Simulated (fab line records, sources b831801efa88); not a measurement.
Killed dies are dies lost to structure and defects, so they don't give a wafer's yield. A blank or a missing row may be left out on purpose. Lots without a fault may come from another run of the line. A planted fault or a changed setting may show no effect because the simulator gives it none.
Chamber matching | flow gf180mcu | GF_V5_ETCH_16 on rie_diel-04: 4 sister chambers
The step etches BARC in N2/H2. 4 wafers are shown with their chamber, then 9 later ones without.

WAFERS WITH THEIR CHAMBER
wafer  | chamber | drypump_motor_current_A (A)
L579.2 | 1       | 6.0
L579.4 | 2       | 5.5
L581.4 | 3       | 6.0
L581.6 | 0       | 5.4

WAFERS WITHOUT THEIR CHAMBER
wafer  | drypump_motor_current_A (A)
L586.2 | 5.6
L586.3 | 6.0
L586.5 | 6.0
L593.3 | 5.4
L593.4 | 6.0
L593.6 | 5.6
L597.1 | 5.4
L597.3 | 6.0
L597.6 | 6.0

WHICH CHAMBER EACH WENT THROUGH
wafer  | from the rows above     | in truth
L586.2 | 2                       | 2
L586.3 | can't be placed: 1 or 3 | 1
L586.5 | can't be placed: 1 or 3 | 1
L593.3 | 0                       | 0
L593.4 | can't be placed: 1 or 3 | 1
L593.6 | 2                       | 2
L597.1 | 0                       | 0
L597.3 | can't be placed: 1 or 3 | 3
L597.6 | can't be placed: 1 or 3 | 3
Placed correctly: 4 of 9. Can't be placed from these rows: 5 (the true chamber is among the candidates in 5). Placed wrongly: 0.
How it was worked out, from the rows above alone: a wafer's distance from a chamber is the root of the sum, over the readings, of the square of ((its reading less the chamber's mean) divided by the reading's scatter). The wafer belongs to the nearest chamber; if the next one is less than 2 further off, it can't be placed. A chamber's mean is the mean of its shown wafers. The scatter: with one shown wafer a chamber, the root of the mean of the squares of how far each hidden wafer lies from its nearest shown one.
